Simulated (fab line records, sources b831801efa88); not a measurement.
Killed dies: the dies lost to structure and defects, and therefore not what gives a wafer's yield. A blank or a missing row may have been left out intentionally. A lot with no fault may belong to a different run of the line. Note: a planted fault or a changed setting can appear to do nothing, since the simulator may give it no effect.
One fault seen from 2 desks    flow gf180mcu    each desk holds nothing but its own numbers, with what lay behind them at the end

== METROLOGY DESK ==
What the gauges read, lot by lot, whatever tool the lot ran on: means of the sampled wafers that have a number. A lot is out of limits, marked OUT, if its mean lies more than 4 standard deviations from the usual mean; the brackets give that distance.
Columns: A = V5_W_RS at GF_V5_RS_MEAS_24, usual 0.325 ohm/sq
lot   first seen here  A
L296  day 27 08:52     0.331
L297  day 27 11:07     0.327
L298  day 27 19:27     0.328
L300  day 28 11:35     0.326
L302  day 29 03:36     0.323
L303  day 29 11:40     0.324
L304  day 29 16:43     0.326
L305  day 30 09:40     0.324
L306  day 30 15:25     0.330
L308  day 31 03:57     0.322
L312  day 32 05:00     0.322
L313  day 32 06:34     0.319
L319  day 33 16:25     0.329
This desk's finding: nothing out of limits on any of the 13 lots.

== THE TOOL OWNER'S DESK: pvd-sputter-01 ==
At GF_M2_SPUTTER_04 (material TiN, target thk 50 nm, time 41.7 s) the tool's own readings: per lot run on this tool, the mean of the sampled wafers that have a number. A lot is out of limits, marked OUT, if its mean lies more than 4 standard deviations from the usual mean; the brackets give that distance.
Columns: A = chamber-pressure-pa at GF_M2_SPUTTER_04, usual 0.4000 Pa; B = throttle-valve-pct at GF_M2_SPUTTER_04, usual 29.8 %
lot   first seen here  A       B
L300  day 19 13:03     0.4005  29.6
L302  day 20 12:52     0.4001  29.4
L304  day 21 06:14     0.3995  29.4
L305  day 22 04:40     0.4005  29.4
L308  day 23 01:09     0.4004  29.7
L312  day 24 10:20     0.4003  29.3
L313  day 24 11:59     0.4013  29.5
This desk's finding: nothing out of limits on any of the 7 lots.

== TAKEN TOGETHER ==
From the metrology desk's view, nothing was out of limits.
The tool owner's desk saw nothing out of limits.

== WHAT THE SIMULATOR PUT IN ==
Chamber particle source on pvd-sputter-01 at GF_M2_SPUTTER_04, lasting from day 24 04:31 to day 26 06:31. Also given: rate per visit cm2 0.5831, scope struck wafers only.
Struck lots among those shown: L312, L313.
